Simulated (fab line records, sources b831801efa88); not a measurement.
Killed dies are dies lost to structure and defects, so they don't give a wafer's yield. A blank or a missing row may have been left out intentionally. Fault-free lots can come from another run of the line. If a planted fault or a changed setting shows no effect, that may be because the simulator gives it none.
Struck lot and sound lot, side by side :: flow sky130 :: 15 out of 708 route steps
Sound: these wafers, L421.1, L421.2, L421.4. Struck: wafers L427.3, L427.4, L427.6. At the end, the cause is stated.
Each step with rows lists, per side, the tool, then ch with its chambers, then its first start. Under that, the readings that differ: sound wafers :: struck wafers :: difference of the means :: sigmas: that difference in standard deviations of wafers without a fault.
alike: a reading whose means differ by less than 2 such deviations, as well as words and numbers matching on both sides. not compared: withheld readings; readings where some wafer has no value; bounds like >300 that might hide an equal value; numbers whose values overlap and for which the record gives no deviation.
Wherever a step has rows on one side only, a row that says differs or no value, or a row with sigmas, the two part there. When numbers do not overlap yet have no deviation, they are printed without sigmas and do not part them. A reading missing from all wafers of one side parts the sides only when that side holds two or more wafers.

first, 4 steps without rows for these wafers: SKY_VT_ADJUST_LVTN_SOFTBAKE_14 (time 60 s); SKY_VT_ADJUST_LVTN_EXPOSE_15 (exposes mask HVN STD DERIVED, target cd 600 nm); SKY_VT_ADJUST_LVTN_PEB_16; SKY_VT_ADJUST_LVTN_DEVELOP_17 (develop time 60 s).
SKY_VT_ADJUST_LVTN_OVL_MEAS_18:
  struck on overlay-02, day 9 14:56; sound on overlay-01, day 8 00:25
  alike: VT_ADJUST_LVTN_01_OVL
following that, these wafers have no rows for 1 step: SKY_VT_ADJUST_LVTN_IMPLANT_19.
SKY_VT_ADJUST_LVTN_STRIP_20: strips in O2/N2.
  sound on plasma asher-01 ch 0,1, day 8 00:37; struck on plasma asher-02 ch 0,1, day 9 15:08
  alike: drypump motor current A, n2 flow sccm, o2 flow sccm, oes product au, strip time to endpoint s
  not compared: rf hours counter h
SKY_VT_ADJUST_LVTN_TW_MEAS_21:
  struck on film metro-04, day 9 15:13; sound on film metro-04, day 8 00:43
  alike: VT_ADJUST_LVTN_2_TW
then, 4 steps without rows for these wafers: SKY_VT_ADJUST_NCORE_DEHYDRATE_00 (time 60 s); SKY_VT_ADJUST_NCORE_HMDS_01 (prime time 60 s); SKY_VT_ADJUST_NCORE_COAT_02 (resist thk 1140 nm); SKY_VT_ADJUST_NCORE_SOFTBAKE_03 (time 60 s).
SKY_VT_ADJUST_NCORE_EXPOSE_04: exposes mask LVTN COMPLEMENT THIN, target cd 380 nm.
  sound on iline stepper-02 ch 0, day 8 11:23; struck on iline stepper-01 ch 0, day 10 02:45
reading: model.VT_ADJUST_NCORE.overlay x nm (nm)
sound: 1.018 1.018 1.018
struck: 2.145 2.145 2.145
difference: +1.127
sigmas: 
  alike: mask
following that, these wafers have no rows for 1 step: SKY_VT_ADJUST_NCORE_PEB_05.
-- record jumps: 38 days separate the struck wafers' starts on either side; left off in module VT_ADJUST_NCORE, taken up again in module PAD_OPEN, whose first shown step is the route's number 708 --
SKY_PAD_OPEN_PROBE_99:
  rows exist in the record for the struck wafers here (prober-01, day 47 16:16), but not for the sound ones

== WHERE THEY PART ==
Only at SKY_PAD_OPEN_PROBE_99, as far as this record shows.

WHY: whatever the simulator had introduced
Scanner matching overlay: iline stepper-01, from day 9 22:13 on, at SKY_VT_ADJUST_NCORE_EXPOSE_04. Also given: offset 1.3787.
